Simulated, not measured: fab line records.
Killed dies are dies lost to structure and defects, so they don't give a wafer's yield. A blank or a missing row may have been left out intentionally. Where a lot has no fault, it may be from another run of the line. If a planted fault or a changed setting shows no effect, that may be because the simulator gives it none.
Which of the tools did it? | flow sky130 | 12 lots with 36 wafers sampled at 5 steps, on a route of 708 steps

== WHAT THE GAUGES SHOWED, per wafer ==
SKY_VT_ADJUST_LVTN_TW_MEAS_10.
lot  | measured     | on            | VT_ADJUST_LVTN_TW
L887 | day 8 03:05  | film-metro-02 | 240.5 240.7 240.6
L888 | day 8 12:46  | film-metro-02 | 240.2 241.3 240.6
L890 | day 8 23:04  | film-metro-04 | 239.3 239.1 239.2
L893 | day 9 14:35  | film-metro-04 | 239.8 239.9 240.1
L896 | day 10 12:19 | film-metro-03 | 242.3 240.8 241.5
L897 | day 10 19:03 | film-metro-02 | 239.5 241.4 241.3
L898 | day 10 23:34 | film-metro-03 | 242.4 241.1 242.0
L899 | day 11 07:38 | film-metro-02 | 241.3 242.9 242.5
L902 | day 12 00:55 | film-metro-04 | 242.5 242.7 241.8
L903 | day 12 10:23 | film-metro-03 | 242.5 244.8 244.6
L904 | day 12 15:01 | film-metro-02 | 240.5 241.5 240.0
L906 | day 13 04:44 | film-metro-03 | 243.1 243.4 243.6

== EACH LOT AND THE TOOL THAT RAN IT (in order: tool; ch and the chambers of the sampled wafers; start) ==
lot  | SKY_FIELD_ISO_COAT_08            | SKY_FIELD_ISO_STRIP_16              | SKY_FIELD_ISO_ETCH_17           | SKY_NWELL_RTA_28
L887 | litho-track-04 ch 0, day 2 21:00 | plasma-asher-03 ch 0,1, day 3 04:53 | rie-si-01 ch 0,2,3, day 3 04:59 | rtp-anneal-01 ch 0, day 6 11:55
L888 | litho-track-04 ch 0, day 3 01:00 | plasma-asher-03 ch 1, day 3 09:32   | rie-si-01 ch 1,2,3, day 3 09:38 | rtp-anneal-02 ch 0, day 6 19:11
L890 | litho-track-04 ch 0, day 3 11:00 | plasma-asher-01 ch 0,1, day 3 19:59 | rie-si-01 ch 0,1,2, day 3 20:05 | rtp-anneal-02 ch 0, day 7 04:35
L893 | litho-track-03 ch 0, day 3 23:00 | plasma-asher-03 ch 0, day 4 08:20   | rie-si-01 ch 0,1, day 4 08:26   | rtp-anneal-01 ch 0, day 7 19:13
L896 | litho-track-03 ch 0, day 4 15:00 | plasma-asher-03 ch 0, day 5 01:29   | rie-si-01 ch 1,3, day 5 01:35   | rtp-anneal-01 ch 0, day 8 15:08
L897 | litho-track-03 ch 0, day 4 20:00 | plasma-asher-03 ch 0,1, day 5 05:57 | rie-si-02 ch 0,1,3, day 5 06:03 | rtp-anneal-01 ch 0, day 8 21:13
L898 | litho-track-04 ch 0, day 5 01:00 | plasma-asher-01 ch 0,1, day 5 10:23 | rie-si-01 ch 0,1,3, day 5 10:29 | rtp-anneal-02 ch 0, day 9 01:32
L899 | litho-track-03 ch 0, day 5 07:00 | plasma-asher-04 ch 0,1, day 5 17:46 | rie-si-01 ch 0,3, day 5 17:50   | rtp-anneal-02 ch 0, day 9 09:05
L902 | litho-track-01 ch 0, day 5 22:00 | plasma-asher-01 ch 0,1, day 6 08:35 | rie-si-02 ch 2,3, day 6 08:41   | rtp-anneal-01 ch 0, day 10 01:14
L903 | litho-track-04 ch 0, day 6 03:00 | plasma-asher-01 ch 0,1, day 6 13:53 | rie-si-02 ch 2,3, day 6 13:59   | rtp-anneal-01 ch 0, day 10 09:25
L904 | litho-track-01 ch 0, day 6 09:00 | plasma-asher-01 ch 0,1, day 6 19:05 | rie-si-02 ch 1,2,3, day 6 19:11 | rtp-anneal-02 ch 0, day 10 15:01
L906 | litho-track-01 ch 0, day 6 17:00 | plasma-asher-03 ch 0,1, day 7 04:13 | rie-si-02 ch 2,3, day 7 04:17   | rtp-anneal-01 ch 0, day 11 02:38
- SKY_FIELD_ISO_COAT_08: resist thk 450 nm.
- SKY_FIELD_ISO_STRIP_16: strips in O2/N2.
- SKY_FIELD_ISO_ETCH_17: etches Si in HBr/Cl2/O2, target depth 342 nm, time 97.7 s.
- SKY_NWELL_RTA_28: time 30 s.

== WHAT THE TOOLS THEMSELVES READ (means of the sampled wafers that have a number; where no wafer has one, the mark that the record gives instead) ==
SKY_FIELD_ISO_STRIP_16.
lot  | tool            | chamber-pressure-mTorr (mTorr) | drypump-motor-current-A (A) | oes-product-au (a.u.) | strip-time-to-endpoint-s (s)
L887 | plasma-asher-03 | 1501.3                         | 5.5                         | 0.382                 | 3.53
L888 | plasma-asher-03 | 1500.6                         | 5.2                         | 0.376                 | 3.51
L890 | plasma-asher-01 | 1499.8                         | 6.1                         | 0.375                 | 3.51
L893 | plasma-asher-03 | 1497.7                         | 5.6                         | 0.382                 | 3.56
L896 | plasma-asher-03 | 1500.2                         | 5.6                         | 0.377                 | 3.54
L897 | plasma-asher-03 | 1501.5                         | 5.4                         | 0.372                 | 3.44
L898 | plasma-asher-01 | 1499.1                         | 5.7                         | 0.380                 | 3.55
L899 | plasma-asher-04 | 1500.2                         | 5.2                         | 0.376                 | 3.41
L902 | plasma-asher-01 | 1499.1                         | 6.1                         | 0.382                 | 3.53
L903 | plasma-asher-01 | 1498.3                         | 6.1                         | 0.378                 | 3.52
L904 | plasma-asher-01 | 1498.6                         | 6.1                         | 0.378                 | 3.51
L906 | plasma-asher-03 | 1501.3                         | 5.3                         | 0.376                 | 3.53

SKY_FIELD_ISO_ETCH_17.
lot  | tool      | chamber-pressure-mTorr (mTorr) | drypump-motor-current-A (A) | oes-product-au (a.u.) | throttle-valve-pct (%)
L887 | rie-si-01 | 15.002                         | 6.2                         | 1.000                 | 25.662
L888 | rie-si-01 | 15.002                         | 5.6                         | 0.998                 | 25.656
L890 | rie-si-01 | 15.010                         | 5.9                         | 1.001                 | 25.649
L893 | rie-si-01 | 15.009                         | 5.4                         | 1.004                 | 25.651
L896 | rie-si-01 | 15.000                         | 5.5                         | 1.004                 | 25.659
L897 | rie-si-02 | 14.988                         | 5.9                         | 0.998                 | 25.674
L898 | rie-si-01 | 15.000                         | 5.7                         | 1.007                 | 25.657
L899 | rie-si-01 | 14.987                         | 6.3                         | 0.994                 | 25.667
L902 | rie-si-02 | 15.005                         | 5.7                         | 1.006                 | 25.649
L903 | rie-si-02 | 14.999                         | 5.7                         | 1.004                 | 25.645
L904 | rie-si-02 | 15.005                         | 5.9                         | 1.007                 | 25.654
L906 | rie-si-02 | 14.997                         | 5.7                         | 1.011                 | 25.656

SKY_NWELL_RTA_28.
lot  | tool          | lamp-power-pct (%) | ramp-up-c-per-s | wafer_temp_C_max
L887 | rtp-anneal-01 | 25.34              | 150.01          | 1055.5
L888 | rtp-anneal-02 | 25.25              | 149.96          | 1055.0
L890 | rtp-anneal-02 | 25.29              | 150.00          | 1055.8
L893 | rtp-anneal-01 | 25.30              | 150.02          | 1054.7
L896 | rtp-anneal-01 | 25.32              | 150.01          | 1054.6
L897 | rtp-anneal-01 | 25.35              | 150.01          | 1054.9
L898 | rtp-anneal-02 | 25.26              | 150.00          | 1055.0
L899 | rtp-anneal-02 | 25.36              | 149.97          | 1055.6
L902 | rtp-anneal-01 | 25.32              | 150.05          | 1054.9
L903 | rtp-anneal-01 | 25.37              | 150.00          | 1054.0
L904 | rtp-anneal-02 | 25.30              | 150.01          | 1055.0
L906 | rtp-anneal-01 | 25.33              | 150.03          | 1054.9

== THE ANSWER, worked out from the rows above alone ==
Rule: what is usual is taken from the lots themselves. The widest of any qualifying gaps counts: lots, ordered by their means at a reading, are off when they make up no more than a third of the lots, leave a main group of 4 or more, and stand apart from it by 3 or more times the standard deviation of that group's means. If all means in a main group match to the digits the tables above print for the reading, that group is not used. A lot without any number at a reading at which 4 lots or more have one is off too. All remaining lots with rows at the step are treated as sound. The gauges are gone through in route order, then the tools' own readings, and for those a lot's mean is taken as printed above. At the first step where some lot is off, the reading lying furthest off is the one used; lots without a number count as furthest.
Off, at SKY_FIELD_ISO_STRIP_16 on strip-time-to-endpoint-s: L897, L899. For the main group the mean is 3.53 s and the standard deviation 0.016.
A tool fits if, at that step or a process step before it, it ran every lot that is off, and no sound lot after the first of them. One fits: litho-track-03 at SKY_FIELD_ISO_COAT_08. Its last sound lot is L896 (day 4 15:00), its first lot that is off L897 (day 4 20:00): a fault that began between those two fits.

== WHAT HAD BEEN PUT IN BY THE SIMULATOR ==
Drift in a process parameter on litho-track-03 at SKY_FIELD_ISO_COAT_08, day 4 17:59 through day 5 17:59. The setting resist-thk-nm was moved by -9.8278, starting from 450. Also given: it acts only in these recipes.
Struck lots among those shown: L897, L899. Same finding as the rule above.
